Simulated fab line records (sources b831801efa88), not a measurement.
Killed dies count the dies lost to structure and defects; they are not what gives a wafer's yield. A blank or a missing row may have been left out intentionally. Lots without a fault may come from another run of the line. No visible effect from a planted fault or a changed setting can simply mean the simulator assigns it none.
Which tool is to blame? | flow sky130 | 14 lots with 42 wafers sampled at 4 steps, on a route of 708 steps

## WHAT THE GAUGES SHOWED, per wafer
SKY_LI_CONTACT_BOW_MEAS_03. Usual: LI_CONTACT_BOW gives 56 um (standard deviation 6.8).
lot  | measured     | on            | LI_CONTACT_BOW (um) | flag
L110 | day 27 19:14 | film_metro-02 | 57 58 65            |
L111 | day 28 01:11 | film_metro-02 | 49 57 59            |
L112 | day 28 18:37 | film_metro-02 | 60 60 57            |
L113 | day 29 00:57 | film_metro-01 | 56 58 57            |
L114 | day 29 09:28 | film_metro-01 | 59 43 50            |
L115 | day 29 13:47 | film_metro-02 | 57 49 44            |
L116 | day 30 07:40 | film_metro-02 | 66 53 67            |
L117 | day 30 18:53 | film_metro-04 | 63 58 40            |
L118 | day 30 20:48 | film_metro-02 | 58 63 63            |
L119 | day 31 04:45 | film_metro-02 | 60 67 48            |
L124 | day 32 14:24 | film_metro-01 | 46 62 53            |
L125 | day 32 19:53 | film_metro-01 | 54 57 57            |
L127 | day 33 11:26 | film_metro-01 | 52 52 51            |
L129 | day 34 03:20 | film_metro-01 | 50 51 55            |

SKY_CONTACT_BOW_MEAS_05. Usual: CONTACT_BOW gives 83 um (standard deviation 7.4).
lot  | measured     | on            | CONTACT_BOW (um) | flag
L110 | day 30 05:07 | film_metro-03 | 86 87 94         |
L111 | day 30 12:18 | film_metro-02 | 78 84 88         |
L112 | day 31 04:38 | film_metro-04 | 87 86 85         |
L113 | day 31 11:51 | film_metro-03 | 81 82 81         |
L114 | day 31 21:02 | film_metro-04 | 84 71 76         |
L115 | day 32 00:37 | film_metro-02 | 82 75 71         |
L116 | day 32 17:44 | film_metro-02 | 94 83 98         |
L117 | day 33 04:03 | film_metro-02 | 90 84 66         |
L118 | day 33 06:35 | film_metro-02 | 83 89 89         |
L119 | day 33 13:23 | film_metro-04 | 86 94 75         |
L124 | day 34 21:34 | film_metro-03 | 69 85 76         |
L125 | day 35 03:48 | film_metro-03 | 82 85 86         |
L127 | day 35 17:58 | film_metro-03 | 79 79 77         |
L129 | day 36 10:34 | film_metro-02 | 77 77 81         |

SKY_CONTACT_OVL_MEAS_15. Usual: CONTACT_OVL gives 2 nm (standard deviation 5.5).
lot  | measured     | on         | CONTACT_OVL (nm) | flag
L110 | day 31 08:34 | overlay-02 | -2 -6 -4         |
L111 | day 31 16:22 | overlay-01 | 5 -3 5           |
L112 | day 32 08:29 | overlay-02 | 10 4 13          |
L113 | day 32 15:16 | overlay-01 | 1 13 6           |
L114 | day 33 00:17 | overlay-02 | 0 0 -3           |
L115 | day 33 03:01 | overlay-02 | -5 -6 -11        |
L116 | day 33 20:02 | overlay-02 | 7 9 6            |
L117 | day 34 05:35 | overlay-01 | 5 -2 5           |
L118 | day 34 07:56 | overlay-02 | 4 5 -9           |
L119 | day 34 16:01 | overlay-01 | -6 7 9           |
L124 | day 35 23:35 | overlay-02 | 4 -5 -1          |
L125 | day 36 05:41 | overlay-01 | 6 -1 6           |
L127 | day 36 19:17 | overlay-01 | 2 -3 2           |
L129 | day 37 12:26 | overlay-02 | -12 -7 -5        |

## TOOL THAT RAN EACH LOT (tool first, then ch and the chambers of the sampled wafers, then the start)
lot  | SKY_CONTACT_DEVELOP_13
L110 | litho_track-02 ch 0, day 31 08:00
L111 | litho_track-04 ch 0, day 31 16:00
L112 | litho_track-04 ch 0, day 32 08:00
L113 | litho_track-02 ch 0, day 32 14:00
L114 | litho_track-01 ch 0, day 33 00:00
L115 | litho_track-04 ch 0, day 33 02:00
L116 | litho_track-04 ch 0, day 33 19:00
L117 | litho_track-01 ch 0, day 34 05:00
L118 | litho_track-02 ch 0, day 34 07:00
L119 | litho_track-02 ch 0, day 34 15:00
L124 | litho_track-04 ch 0, day 35 23:00
L125 | litho_track-01 ch 0, day 36 05:00
L127 | litho_track-01 ch 0, day 36 19:00
L129 | litho_track-01 ch 0, day 37 12:00
- SKY_CONTACT_DEVELOP_13: develop time 60 s.

## WHAT THE TOOLS THEMSELVES READ (means of the sampled wafers that have a number; where no wafer has one, the mark that the record gives instead)
SKY_CONTACT_DEVELOP_13. Usual: 20.98 C for developer_temp_C, sd 0.11.
lot  | tool           | developer_temp_C (C) | flag
L110 | litho_track-02 | 20.91                |
L111 | litho_track-04 | 21.08                |
L112 | litho_track-04 | 20.85                |
L113 | litho_track-02 | 21.14                |
L114 | litho_track-01 | 21.06                |
L115 | litho_track-04 | 20.92                |
L116 | litho_track-04 | 21.03                |
L117 | litho_track-01 | 20.98                |
L118 | litho_track-02 | 20.93                |
L119 | litho_track-02 | 21.14                |
L124 | litho_track-04 | 21.03                |
L125 | litho_track-01 | 20.95                |
L127 | litho_track-01 | 23.04                | OFF
L129 | litho_track-01 | 22.96                | OFF

## THE ANSWER, worked out from the rows above alone
Rule: lot off if the mean of its wafers having a number is beyond 3 standard deviations from the usual mean. A lot without any number at a reading at which 4 lots or more have one is off too. Where the step has rows for the other lots, those lots are counted as sound. Order of review: gauges by route order, followed by the tools' own readings, for which a lot's mean as printed above is used. At the first step where some lot is off, the reading lying furthest off is the one used; lots without a number count as furthest.
Off at SKY_CONTACT_DEVELOP_13 (developer_temp_C): L127, L129.
A tool fits if, at that step or a process step before it, it ran every lot that is off, and no sound lot after the first of them. One fits: litho_track-01 at SKY_CONTACT_DEVELOP_13. Its last sound lot is L125 (day 36 05:00), its first lot that is off L127 (day 36 19:00): a fault that began between those two fits.
On the lots that are off, the tool's own readings at SKY_CONTACT_DEVELOP_13 differ by more than 5 times the standard deviation of the sound lots' means, which bears it out; developer_temp_C reads 23.00 C there versus 21.00 C on the sound lots.

## WHAT THE SIMULATOR HAD INSERTED
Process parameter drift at SKY_CONTACT_DEVELOP_13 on litho_track-01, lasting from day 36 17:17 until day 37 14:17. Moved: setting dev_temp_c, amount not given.
Struck lots among those shown: L127, L129. The rule given above showed the same thing.
